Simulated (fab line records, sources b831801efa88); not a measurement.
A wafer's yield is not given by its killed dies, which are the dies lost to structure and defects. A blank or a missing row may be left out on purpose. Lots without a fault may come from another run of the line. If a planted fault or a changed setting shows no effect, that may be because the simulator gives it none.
A struck lot beside a sound one :: flow sky130 :: 39 out of 708 route steps
Sound: the wafers L673.3, L673.5, L673.6. Struck: wafers L668.1, L668.3, L668.4. Last of all comes the cause.
Per side, at each step with rows, come the tool, then ch with its chambers, and then its first start. Under that, the readings that differ: sound wafers :: struck wafers :: difference of the means :: sigmas: that difference in standard deviations of wafers without a fault.
alike: a reading whose means differ by less than 2 such deviations, as well as words and numbers matching on both sides. not compared: withheld readings; readings where some wafer has no value; bounds like >300 that might hide an equal value; numbers whose values overlap and for which the record gives no deviation.
A row with sigmas, a row that says differs or no value, or rows on one side alone: a step with any of these is where the two part. When numbers do not overlap yet have no deviation, they are printed without sigmas and do not part them. A reading missing from all wafers of one side parts the sides only when that side holds two or more wafers.

first, 10 steps without rows for these wafers: SKY_VT_ADJUST_LVTN_HMDS_01 (prime time 60 s); SKY_VT_ADJUST_LVTN_COAT_02 (resist thk 3000 nm); SKY_VT_ADJUST_LVTN_SOFTBAKE_03; SKY_VT_ADJUST_LVTN_EXPOSE_04 (exposes mask NWM COMPLEMENT LESS NATIVE, target cd 840 nm); SKY_VT_ADJUST_LVTN_PEB_05; SKY_VT_ADJUST_LVTN_DEVELOP_06 (develop time 60 s); SKY_VT_ADJUST_LVTN_IMPLANT_08; SKY_VT_ADJUST_LVTN_STRIP_09 (strips in O2/N2); SKY_VT_ADJUST_LVTN_DEHYDRATE_11 (time 60 s); SKY_VT_ADJUST_LVTN_HMDS_12 (prime time 60 s).
SKY_VT_ADJUST_LVTN_COAT_13: resist thk 1140 nm.
  sound on lithoTrack-02 ch 0, day 10 23:07; struck on lithoTrack-04, day 9 14:34
  no value came back on the struck wafers for chillPlateTempC (C), dispensePressureKPa (kPa), spinSpeedRpm (rpm); on the sound wafers chillPlateTempC (C) reads 22.99 23.19 22.93
then, 4 steps without rows for these wafers: SKY_VT_ADJUST_LVTN_SOFTBAKE_14 (time 60 s); SKY_VT_ADJUST_LVTN_EXPOSE_15 (exposes mask HVN STD DERIVED, target cd 600 nm); SKY_VT_ADJUST_LVTN_PEB_16; SKY_VT_ADJUST_LVTN_DEVELOP_17 (develop time 60 s).
SKY_VT_ADJUST_LVTN_OVL_MEAS_18:
  struck on overlay-01, day 10 01:41; sound on overlay-02, day 11 10:56
reading: VT_ADJUST_LVTN_01_OVL (nm)
sound: 1.4 1.4 0.4
struck: - - -
difference: no value on the struck wafers
sigmas: 
then, 11 steps without rows for these wafers: SKY_VT_ADJUST_LVTN_IMPLANT_19; SKY_VT_ADJUST_LVTN_STRIP_20 (strips in O2/N2); SKY_VT_ADJUST_NCORE_DEHYDRATE_00 (time 60 s); SKY_VT_ADJUST_NCORE_HMDS_01 (prime time 60 s); SKY_VT_ADJUST_NCORE_COAT_02 (resist thk 1119 nm); SKY_VT_ADJUST_NCORE_SOFTBAKE_03 (time 60 s); SKY_VT_ADJUST_NCORE_EXPOSE_04 (exposes mask LVTN COMPLEMENT THIN, target cd 380 nm); SKY_VT_ADJUST_NCORE_PEB_05; SKY_VT_ADJUST_NCORE_DEVELOP_06 (develop time 60 s); SKY_VT_ADJUST_NCORE_IMPLANT_09; SKY_VT_ADJUST_NCORE_STRIP_10 (strips in O2/N2).
SKY_VT_ADJUST_NCORE_TW_MEAS_11:
  struck on filmMetro-04, day 11 01:22; sound on filmMetro-04, day 12 11:28
reading: VT_ADJUST_NCORE_TW
sound: 217.5 218.1 216.8
struck: 249.6 248.4 249.4
difference: +31.7
sigmas: +24
then, 7 steps without rows for these wafers: SKY_VT_ADJUST_HVTR_DEHYDRATE_00 (time 60 s); SKY_VT_ADJUST_HVTR_HMDS_01 (prime time 60 s); SKY_VT_ADJUST_HVTR_COAT_02 (resist thk 1133 nm); SKY_VT_ADJUST_HVTR_SOFTBAKE_03 (time 60 s); SKY_VT_ADJUST_HVTR_EXPOSE_04 (exposes mask HVTRM, target cd 380 nm); SKY_VT_ADJUST_HVTR_PEB_05; SKY_VT_ADJUST_HVTR_DEVELOP_06 (develop time 60 s).
SKY_VT_ADJUST_HVTR_TW_MEAS_11:
  struck on filmMetro-02, day 12 00:53; sound on filmMetro-01, day 13 12:16
reading: VT_ADJUST_HVTR_TW
sound: 212.8 213.6 213.0
struck: 240.8 241.9 242.0
difference: +28.4
sigmas: +14
SKY_VT_ADJUST_PCH_TW_MEAS_10:
  struck on filmMetro-01, day 13 02:00; sound on filmMetro-01, day 14 14:59
reading: VT_ADJUST_PCH_TW
sound: 143.3 143.1 143.7
struck: 206.2 207.6 206.6
difference: +63.4
sigmas: +49
SKY_SONOS_TUNNEL_TW_MEAS_12:
  struck on filmMetro-04, day 14 04:43; sound on filmMetro-04, day 15 17:58
reading: SONOS_TUNNEL_TW
sound: 195.3 196.0 194.1
struck: 231.9 230.8 233.2
difference: +36.8
sigmas: +15
-- the record jumps here: 34 days lie between the struck wafers' starts before and after (it left off in module SONOS_TUNNEL and takes up again in module PAD_OPEN, whose first step shown is number 708 of the route) --
SKY_PAD_OPEN_PROBE_99:
  struck on prober-01, day 48 02:46; sound on prober-02, day 49 02:07
reading: killedAtFrontEnd
sound: 12 13 13
struck: 415 413 415
difference: +402
sigmas: +98

reading: killedDies
sound: 89 91 81
struck: 492 492 492
difference: +405
sigmas: +46

reading: killedOnRim
sound: 17 22 13
struck: 96 96 96
difference: +79
sigmas: +20

reading: model.etest.nfet_16v.rOnOhmUm
sound: 1.408e+04 1.404e+04 1.4e+04
struck: 1.597e+04 1.586e+04 1.604e+04
difference: +1.917e+03
sigmas: 

reading: model.etest.resPwdeUnderGate.rsOhmSq
sound: 6128 6126 6136
struck: 5528 5546 5526
difference: -597
sigmas: 

reading: model.etest.pfetG5v0d10v5.rOnOhmUm
sound: 4621 4574 4602
struck: 4477 4524 4560
difference: -79
sigmas: 

reading: model.etest.tipP.rsOhmSq
sound: 6815 6778 6754
struck: 6715 6711 6751
difference: -57
sigmas: 

reading: model.etest.tipSonos.rsOhmSq
sound: 2612 2581 2638
struck: 2844 2864 2848
difference: +242
sigmas: 

reading: model.etest.tip_p_5v.rsOhmSq
sound: 2852 2858 2878
struck: 2829 2822 2813
difference: -41
sigmas: 

reading: model.etest.nfet_05v0_nvt.driveUaUm
sound: 586.9 592.2 584.9
struck: 535.2 532.8 536.7
difference: -53.1
sigmas: 

reading: model.etest.sonosUncharged.rOnOhmUm
sound: 816.5 811.2 813.1
struck: 850.9 846.6 846.4
difference: +34.4
sigmas: 
  alike: killed_at_M0_to_M3, killed_at_M4_up, killedAtContacts, killedAtOther, killedOpen, killedShort

== WHERE THEY PART ==
First at SKY_VT_ADJUST_LVTN_COAT_13; last, within this record, at SKY_PAD_OPEN_PROBE_99.

WHY: what the simulator had put in
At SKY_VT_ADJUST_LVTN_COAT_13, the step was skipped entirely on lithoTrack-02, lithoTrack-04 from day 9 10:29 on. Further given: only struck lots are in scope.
